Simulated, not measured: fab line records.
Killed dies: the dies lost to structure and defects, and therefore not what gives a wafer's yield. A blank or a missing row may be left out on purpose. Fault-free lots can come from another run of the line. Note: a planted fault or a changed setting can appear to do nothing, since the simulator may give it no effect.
What tool caused it?    flow gf180mcu    route of 602 steps, sampled at 1 step: 11 lots, 33 wafers

WHAT EACH GAUGE READ, for each wafer
GF_V4_OVL_MEAS_15.
lot   measured      on          V4_OVL (nm)
L715  day 24 02:59  overlay-01  1 -3 4
L716  day 24 09:11  overlay-01  5 7 6
L717  day 24 18:59  overlay-02  7 8 6
L719  day 25 18:58  overlay-02  -2 -3 -4
L727  day 28 14:28  overlay-01  5 8 13
L728  day 28 18:56  overlay-01  7 6 6
L729  day 28 22:31  overlay-01  5 1 7
L730  day 29 09:38  overlay-02  0 1 -4
L732  day 29 17:58  overlay-02  0 0 -1
L735  day 30 14:59  overlay-01  8 7 14
L738  day 31 05:22  overlay-01  -9 -6 -8

TOOL THAT RAN EACH LOT (tool first, then ch and the chambers of the sampled wafers, then the start)
No process step before these readings appears in the record.

THE ANSWER, worked out from the rows above alone
Rule: the usual values come from the lots themselves. The widest of any qualifying gaps counts: lots, ordered by their means at a reading, are off when they make up no more than a third of the lots, leave a main group of 4 or more, and stand apart from it by 3 or more times the standard deviation of that group's means. A main group whose means are all the same, to the digits that the tables above print for the reading, isn't used. Also off: a lot with no number at a reading for which 4 or more lots have one. Any other lot the step has rows for is counted as sound.
None of the lots is off at any reading shown; this tells nothing.

WHAT THE SIMULATOR HAD PUT IN
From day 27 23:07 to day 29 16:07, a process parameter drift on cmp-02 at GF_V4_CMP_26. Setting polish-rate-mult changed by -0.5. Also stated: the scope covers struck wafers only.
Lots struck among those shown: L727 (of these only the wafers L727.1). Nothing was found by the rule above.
